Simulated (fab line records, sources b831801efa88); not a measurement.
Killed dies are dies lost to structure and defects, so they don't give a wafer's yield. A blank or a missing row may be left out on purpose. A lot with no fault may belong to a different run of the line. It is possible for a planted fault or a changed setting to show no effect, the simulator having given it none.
8D (eight disciplines) problem report, filled in by code / flow sky130 / the parts of the form that need people (team, actions taken, sign-off) are left out

1. WHAT IS WRONG
Mean NWELL_2_TW at SKY_NWELL_TW_MEAS_26: 829 over 9 wafers in 3 lots; fault-free wafers: 495, standard deviation 5.3. Measured from the usual mean, that is +63 standard deviations.
Earliest sighting: wafer L640.1 on film metro-04 at day 9 10:55. The record has a number at this step for 36 wafers belonging to 12 lots. By rule, "out" or "out of limits" means more than 4 standard deviations away from the usual mean. All remaining wafers that have a number are taken as sound.

2. WHAT IT IS; WHAT IT IS NOT
question=which readings at this step | is=NWELL_2_TW | is not=-
question=which lots | is=L640, L641, L643 | is not=L624, L626, L629, L630, L632, L634, L638, L639, L642
question=which wafers of those lots | is=all that have a number | is not=-
question=read on which gauges | is=film metro-01, film metro-02, film metro-04 | is not=-
question=when | is=from day 9 10:55 | is not=up to then (24 sound wafers); but 3 sound wafers of L642 came after

3. THE SUSPECTS, EACH WITH WHAT RULES IT OUT
Counting: a tool at any process step up to the reading remains a suspect when it ran all the lots that are out and ran no sound lot after the first of those.
- the gauge at SKY_NWELL_TW_MEAS_26 is ruled out. The wafers that are out were read on 3 gauges (film metro-01, film metro-02, film metro-04).
- implanter-04 at SKY_NWELL_IMPLANT_24: kept. It processed each lot that is out, first L640 at day 9 10:40, and no sound lot thereafter; up to then, the last sound lot it processed was L639 at day 9 01:59. Out on those wafers are its own readings of dose ions cm2, faraday current uA.
After counting, what remains is implanter-04 at SKY_NWELL_IMPLANT_24.

4. THE CAUSE (what the simulator had put in)
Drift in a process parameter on implanter-04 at SKY_NWELL_IMPLANT_24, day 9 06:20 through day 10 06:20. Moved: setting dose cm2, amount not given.
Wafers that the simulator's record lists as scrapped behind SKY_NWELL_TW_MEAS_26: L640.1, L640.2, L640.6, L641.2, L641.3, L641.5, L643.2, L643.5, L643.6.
After counting, this tool was the only one left.

5. THE CHAIN OF EFFECTS, in route order
Each row: a reading whose mean over the struck wafers that have a number lies more than 3 standard deviations from the usual. Only readings for which the record gives a usual standard deviation are gone through. hours: the time from each lot's start at the first step in this table that gives one to its start at this step, as a median over the lots. sigmas: the change in usual standard deviations.
hours=0; step=SKY_NWELL_IMPLANT_24; reading=dose ions cm2; usual=9.198e+12; on struck wafers=4.696e+13; change=+3.776e+13; sigmas=+99 or more
hours=0; step=SKY_NWELL_IMPLANT_24; reading=faraday current uA; usual=51.9; on struck wafers=261.1; change=+209.2; sigmas=+99 or more
hours=0; step=SKY_NWELL_TW_MEAS_26; reading=NWELL_2_TW; usual=495; on struck wafers=829; change=+334; sigmas=+63
Process steps it contains:
- SKY_NWELL_IMPLANT_24

6. HOW IT WOULD HAVE BEEN CAUGHT EARLIER
In this record the first reading out of limits at a measuring or inspecting step was taken at day 9 10:55, 5 hours after the fault began at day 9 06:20.
Tool's own readings at SKY_NWELL_IMPLANT_24, dose ions cm2, faraday current uA: out on all struck wafers the step has rows for; an alarm limit on them would have tripped on the first.
Among the 3 lots that are out, L641, L643 began SKY_NWELL_IMPLANT_24 on implanter-04 after day 9 10:55. A hold on the tool at that time would have spared those 2.
